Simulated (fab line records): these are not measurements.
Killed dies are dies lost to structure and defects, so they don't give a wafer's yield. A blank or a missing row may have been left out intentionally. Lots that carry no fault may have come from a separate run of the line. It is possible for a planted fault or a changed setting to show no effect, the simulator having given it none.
fab line records + flow sky130
[record]
- lots = 7
- wafers = 21
- lastDay = 50
route steps=708 shown POLY_GATE@233 LDD_N@237
lots with no fault: from the same line, run without faults
startH: hours from the record's first day to the start of the lot's first wafer shown + waitH: hours from the lot's prior step to this one + " same as the row above + L1.1+2: a row that stands for several wafers + - value missing, or start not given + * or withheld: withheld + < > ~ a bound
route shown NAME@n: a module of which the file shows steps, and the number in the route of the first + usual: average and standard deviation across the fault-free wafers + same: alike in all rows + chamber/n: place in a boat + sites: readings site by site + _std_site: how widely they spread, as a standard deviation + _edge_site: outer sites' mean less inner sites' + radiusMm: how far each site lies from the wafer's centre + mask NAME#n: copy n + behind: tool/chamber where the wafer was last shaped + hold: reason for holding the lot/hours on hold/outcome of the hold + device: whichever transistor did not switch (one of n, p or np) + end of line: tests of these same wafers at the route's end + a step without rows: its recipe alone + killed: at the first sort, the dies lost to defects and structure; wafer yield is something else + map: shows each die of a wafer: x if killed, . if not, _ if none is there
set.NAME: setting as actually run; set.NAME@STEP: the setting as run at that earlier step + model.NAME: the simulator's own value behind a step, which no gauge read
lots at selected steps of the route; one table per step, one row per wafer
services: when a tool's chamber went out of use (startH, in hours from the record's first day, below 0 if earlier), for how many hours, and the reason
[[steps]]
[step SKY_POLY_GATE_CLEAN_19]
[recipe]
- chemistry = SC1/SC2
- mix = 1:4:20
- tempC = 70
- timeS = 150
- dry = n2Spin
[step SKY_POLY_GATE_OXIDATION_20]
[recipe]
- tempC = 850
- ambient = O2
- stabiliseS = 600
- purgeS = 300
- targetThkA = 40
- oxTimeS = 899
[step SKY_POLY_GATE_THK_MEAS_21]
[recipe]
- reads = SiO2_of_POLY_GATE_OXIDATION_20
[usual]
- POLY_GATE_OXIDATION_THK = 4.00/0.071
| lot.wafer | tool         | chamber | startH | waitH | POLY_GATE_OXIDATION_THK[nm] |
|-----------|--------------|---------|--------|-------|-----------------------------|
| L906.1    | filmMetro-02 | -       | 375.97 | 0.0   | 4.02                        |
| L906.2    | "            | -       | "      | "     | 3.97                        |
| L906.5    | "            | -       | "      | "     | 3.98                        |
| L910.4    | filmMetro-02 | -       | 402.91 | 0.0   | 4.07                        |
| L910.5    | "            | -       | "      | "     | 4.12                        |
| L910.6    | "            | -       | "      | "     | 4.03                        |
| L917.2    | filmMetro-01 | -       | 465.14 | 0.0   | 3.92                        |
| L917.3    | "            | -       | "      | "     | 3.92                        |
| L917.6    | "            | -       | "      | "     | 3.92                        |
| L918.2    | filmMetro-04 | -       | 475.65 | 0.0   | 3.92                        |
| L918.5    | "            | -       | "      | "     | 4.06                        |
| L918.6    | "            | -       | "      | "     | 4.06                        |
| L919.4    | filmMetro-02 | -       | 488.27 | 0.0   | 3.86                        |
| L919.5    | "            | -       | "      | "     | 3.91                        |
| L919.6    | "            | -       | "      | "     | 3.95                        |
| L927.2    | filmMetro-04 | -       | 550.09 | 0.0   | 4.04                        |
| L927.5    | "            | -       | "      | "     | 4.04                        |
| L927.6    | "            | -       | "      | "     | 3.99                        |
| L929.2    | filmMetro-01 | -       | 566.65 | 0.0   | 4.01                        |
| L929.3    | "            | -       | "      | "     | 4.03                        |
| L929.4    | "            | -       | "      | "     | 4.03                        |
[step SKY_POLY_GATE_CD_MEAS_22]
[usual]
- cdNm = 149.8/1.6
| lot.wafer | tool     | chamber | startH | waitH | cdNm  |
|-----------|----------|---------|--------|-------|-------|
| L906.1    | cdSem-01 | -       | 376.03 | 0.1   | 152.6 |
| L906.2    | "        | -       | "      | "     | 149.5 |
| L906.5    | "        | -       | "      | "     | 149.1 |
| L910.4    | cdSem-02 | -       | 403.03 | 0.1   | 149.8 |
| L910.5    | "        | -       | "      | "     | 149.3 |
| L910.6    | "        | -       | "      | "     | 153.0 |
| L917.2    | cdSem-01 | -       | 465.29 | 0.1   | 151.8 |
| L917.3    | "        | -       | "      | "     | 149.7 |
| L917.6    | "        | -       | "      | "     | 150.4 |
| L918.2    | cdSem-01 | -       | 475.72 | 0.1   | 149.3 |
| L918.5    | "        | -       | "      | "     | 147.5 |
| L918.6    | "        | -       | "      | "     | 147.9 |
| L919.4    | cdSem-01 | -       | 488.38 | 0.1   | 150.6 |
| L919.5    | "        | -       | "      | "     | 148.6 |
| L919.6    | "        | -       | "      | "     | 150.7 |
| L927.2    | cdSem-02 | -       | 550.17 | 0.1   | 151.5 |
| L927.5    | "        | -       | "      | "     | 150.7 |
| L927.6    | "        | -       | "      | "     | 150.7 |
| L929.2    | cdSem-01 | -       | 566.73 | 0.1   | 151.1 |
| L929.3    | "        | -       | "      | "     | 151.9 |
| L929.4    | "        | -       | "      | "     | 150.0 |
[step SKY_LDD_N_DEHYDRATE_00]
[recipe]
- tempC = 200
- timeS = 60
[step SKY_LDD_N_HMDS_01]
[recipe]
- primeTimeS = 60
- primeTempC = 120
[step SKY_LDD_N_COAT_02]
[recipe]
- resist = NOVOLAK
- spinRpm = 3000
- resistThkNm = 300
[step SKY_LDD_N_SOFTBAKE_03]
[recipe]
- tempC = 90
- timeS = 60
- resist = NOVOLAK
[step SKY_LDD_N_EXPOSE_04]
[recipe]
- maskId = NTM
- targetCdNm = 840
- na = 0.6
- sourceShape = conventional
- sigmaOuter = 0.6
- doseMj = 110
[step SKY_LDD_N_PEB_05]
[recipe]
- tempC = withheld
- timeS = *
- resist = NOVOLAK
[step SKY_LDD_N_DEVELOP_06]
[recipe]
- developTimeS = 60
- devTempC = 23
[step SKY_LDD_N_OVL_MEAS_07]
[usual]
- LDD_N_OVL = -0.6/1.3
| lot.wafer | tool       | chamber | startH | waitH | LDD_N_OVL[nm] |
|-----------|------------|---------|--------|-------|---------------|
| L906.1    | overlay-02 | -       | 404.65 | 0.1   | -2.2          |
| L906.2    | "          | -       | "      | "     | -1.8          |
| L906.5    | "          | -       | "      | "     | -1.8          |
| L910.4    | overlay-02 | -       | 432.81 | 0.1   | -2.0          |
| L910.5    | "          | -       | "      | "     | -1.3          |
| L910.6    | "          | -       | "      | "     | -4.1          |
| L917.2    | overlay-01 | -       | 496.05 | 0.1   | -0.1          |
| L917.3    | "          | -       | "      | "     | -2.0          |
| L917.6    | "          | -       | "      | "     | -0.2          |
| L918.2    | overlay-01 | -       | 507.20 | 0.1   | -2.6          |
| L918.5    | "          | -       | "      | "     | -4.3          |
| L918.6    | "          | -       | "      | "     | -3.3          |
| L919.4    | overlay-01 | -       | 519.46 | 0.1   | -0.1          |
| L919.5    | "          | -       | "      | "     | -0.5          |
| L919.6    | "          | -       | "      | "     | 0.4           |
| L927.2    | overlay-01 | -       | 580.30 | 0.1   | -1.7          |
| L927.5    | "          | -       | "      | "     | -1.8          |
| L927.6    | "          | -       | "      | "     | 0.9           |
| L929.2    | overlay-01 | -       | 596.85 | 0.1   | -0.2          |
| L929.3    | "          | -       | "      | "     | -0.5          |
| L929.4    | "          | -       | "      | "     | -1.5          |
[step SKY_LDD_N_IMPLANT_08]
[recipe]
- species = As
- energyKev = 20
- doseCm2 = 7.5e+13
- tiltDeg = withheld
- rotationDeg = 23
[usual]
- beamEnergyKeV = 19.999/0.0061
| lot.wafer | tool         | chamber | startH | waitH | beamEnergyKeV | model.implant.rpNm | model.implant.drpNm |
|-----------|--------------|---------|--------|-------|---------------|--------------------|---------------------|
| L906.1    | implanter-02 | 0       | 404.68 | 0.0   | 20.014        | 15.87              | 7.212               |
| L906.2    | "            | 0       | "      | "     | 19.997        | 15.87              | 7.212               |
| L906.5    | "            | 0       | "      | "     | 20.000        | 15.87              | 7.212               |
| L910.4    | implanter-01 | 0       | 432.90 | 0.1   | 20.013        | 15.63              | 7.212               |
| L910.5    | "            | 0       | "      | "     | 19.995        | 15.63              | 7.212               |
| L910.6    | "            | 0       | "      | "     | 20.010        | 15.63              | 7.212               |
| L917.2    | implanter-02 | 0       | 496.11 | 0.0   | 18.208        | 15.52              | 6.761               |
| L917.3    | "            | 0       | "      | "     | 18.201        | 15.52              | 6.761               |
| L917.6    | "            | 0       | "      | "     | 18.216        | 15.52              | 6.761               |
| L918.2    | implanter-02 | 0       | 507.26 | 0.0   | 18.210        | 14.62              | 6.761               |
| L918.5    | "            | 0       | "      | "     | 18.210        | 14.62              | 6.761               |
| L918.6    | "            | 0       | "      | "     | 18.214        | 14.62              | 6.761               |
| L919.4    | implanter-02 | 0       | 519.56 | 0.1   | 18.212        | 14.99              | 6.761               |
| L919.5    | "            | 0       | "      | "     | 18.205        | 14.99              | 6.761               |
| L919.6    | "            | 0       | "      | "     | 18.199        | 14.99              | 6.761               |
| L927.2    | implanter-01 | 0       | 580.36 | 0.0   | 20.000        | 15.77              | 7.212               |
| L927.5    | "            | 0       | "      | "     | 20.002        | 15.77              | 7.212               |
| L927.6    | "            | 0       | "      | "     | 20.007        | 15.77              | 7.212               |
| L929.2    | implanter-03 | 0       | 596.91 | 0.0   | 19.991        | 15.74              | 7.212               |
| L929.3    | "            | 0       | "      | "     | 19.994        | 15.74              | 7.212               |
| L929.4    | "            | 0       | "      | "     | 19.993        | 15.74              | 7.212               |
[step SKY_LDD_N_IMPLANT_09]
[recipe]
- species = As
- energyKev = 20
- doseCm2 = 7.5e+13
- tiltDeg = withheld
- rotationDeg = 113
[[services]]
| tool         | chamber | startH | hours | kind   |
|--------------|---------|--------|-------|--------|
| implanter-03 | -       | 392.71 | 4.3   | pm     |
| implanter-03 | -       | 513.18 | 2.9   | repair |
| implanter-02 | -       | 532.77 | 1.0   | repair |
| implanter-02 | -       | 586.41 | 19.1  | pm     |
[[key]]
[firstSign]
- step = SKY_LDD_N_IMPLANT_08
- reading = beamEnergyKeV
- direction = down
- sigmas = 99+
- usual = *
- struck = *
effect none on later readings
[modelEffect]
- step = SKY_LDD_N_IMPLANT_08
- value = implant.rpNm
- without = 16.1
- struck = 15.04
metAt SKY_LDD_N_IMPLANT_08
struckWafers L917.2,L917.3,L917.6,L918.2,L918.5,L918.6,L919.4,L919.5,L919.6
testerLeftOut L917,L918,L919
onsetBetween 404.68 496.11
[fault]
- kind = processParameterDrift
- tool = implanter-02
- chamber = -
- onsetH = 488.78
- steps = SKY_LDD_N_IMPLANT_08
- channel = energyKev
- offset = *
- shape = step
- endH = 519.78
- actsIn = *
- stated = *
// testerLeftOut: of these lots the tester's yield and bins aren't shown, on N5 and GAA mostly nor the transistor test; their killed dies are dies lost to structure and defects alone, not to doping, threshold or leakage, so they don't give the yield
